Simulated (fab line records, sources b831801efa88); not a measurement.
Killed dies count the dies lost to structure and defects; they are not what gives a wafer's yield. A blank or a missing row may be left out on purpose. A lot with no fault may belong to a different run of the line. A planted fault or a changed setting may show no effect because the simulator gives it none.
Problem report, 8D (eight disciplines) form, completed by code / flow gf180mcu / the parts of the form that need people (team, actions taken, sign-off) are left out

1. WHAT IS WRONG
Mean PSD_TW at GF_PSD_TW_MEAS_11: 2950 over 9 wafers in 3 lots; fault-free wafers: 3187, standard deviation 32. Measured from the usual mean, that is -7.4 standard deviations.
First observed at day 19 13:53: wafer L554.3, on film-metro-01. Wafers with a number at this step in the record: 33, from 11 lots. Rule for "out", or "out of limits": more than 4 standard deviations from the usual mean. Any other wafer with a number is counted as sound.

2. WHAT IT IS, AND WHAT IT ISN'T
question=which readings at this step | is=PSD_TW | is not=-
question=which lots | is=L554, L556, L559 | is not=L540, L541, L542, L545, L549, L550, L555, L562
question=which wafers of those lots | is=all that have a number | is not=-
question=read on which gauges | is=film-metro-01, film-metro-02 | is not=film-metro-04
question=when | is=from day 19 13:53 | is not=up to then (18 sound wafers); but 6 sound wafers of L555, L562 came after

3. WHAT RULES OUT EACH SUSPECT
Counting: a tool at a process step up to the reading stays a suspect if it ran every lot that is out and no sound lot after the first of them.
- the gauge at GF_PSD_TW_MEAS_11: ruled out. The wafers that are out were read on 2 gauges (film-metro-01, film-metro-02).
- implanter-01 at GF_PSD_IMPLANT_09: kept. Every lot that is out went through it, starting with L554 (day 19 13:40), and after that it ran no sound lot; the last sound lot it ran before then is L545 (day 16 10:31). Its own beam-energy-keV readings are out on those wafers.
- plasma-asher-02 at GF_PSD_STRIP_10 (strips in O2/N2): ruled out as a lasting fault. Following L554 (day 19 13:47), the first lot on it that is out, the sound lots L555 were run on it.
The count leaves implanter-01 at GF_PSD_IMPLANT_09.

4. THE CAUSE (what the simulator had put in)
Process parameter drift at GF_PSD_IMPLANT_09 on implanter-01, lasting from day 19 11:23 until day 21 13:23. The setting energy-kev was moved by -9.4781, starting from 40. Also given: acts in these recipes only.
This tool alone remained once counting was done.

5. SEQUENCE OF EFFECTS, ordered by route
Each row: a reading whose mean over the struck wafers that have a number lies more than 3 standard deviations from the usual. Only readings whose record carries a usual standard deviation are examined. hours: median over the lots of the time between each lot's start at the first step of this table that gives one and its start at this step. sigmas: the change, counted in usual standard deviations.
hours=0; step=GF_PSD_IMPLANT_09; reading=beam-energy-keV; usual=39.995; on struck wafers=30.516; change=-9.479; sigmas=-99 or more
hours=0; step=GF_PSD_STRIP_10; reading=oes-product-au; usual=0.592 a.u.; on struck wafers=0.610; change=+0.018; sigmas=+3.7
hours=0; step=GF_PSD_STRIP_10; reading=strip-time-to-endpoint-s; usual=16.53 s; on struck wafers=15.60; change=-0.93; sigmas=-27
hours=0; step=GF_PSD_TW_MEAS_11; reading=PSD_TW; usual=3187; on struck wafers=2950; change=-237; sigmas=-7.4
hours=1; step=GF_PSD_RS_MEAS_15; reading=PSD_RS; usual=108.45 ohm/sq; on struck wafers=122.98; change=+14.53; sigmas=+52
It contains these process steps:
- GF_PSD_IMPLANT_09
- GF_PSD_STRIP_10: strips in O2/N2.

6. WHAT WOULD HAVE CAUGHT IT SOONER
In this record the first reading out of limits at a measuring or inspecting step was taken at day 19 13:53, 2 hours after the fault began at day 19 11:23.
At GF_PSD_IMPLANT_09, the tool's own readings (beam-energy-keV) were out on each struck wafer the step has a row for, so an alarm limit on them would have fired on the first such wafer.
Of the lots that are out (3), L556, L559 began GF_PSD_IMPLANT_09 on implanter-01 after day 19 13:53. A hold on the tool at that time would have spared those 2.
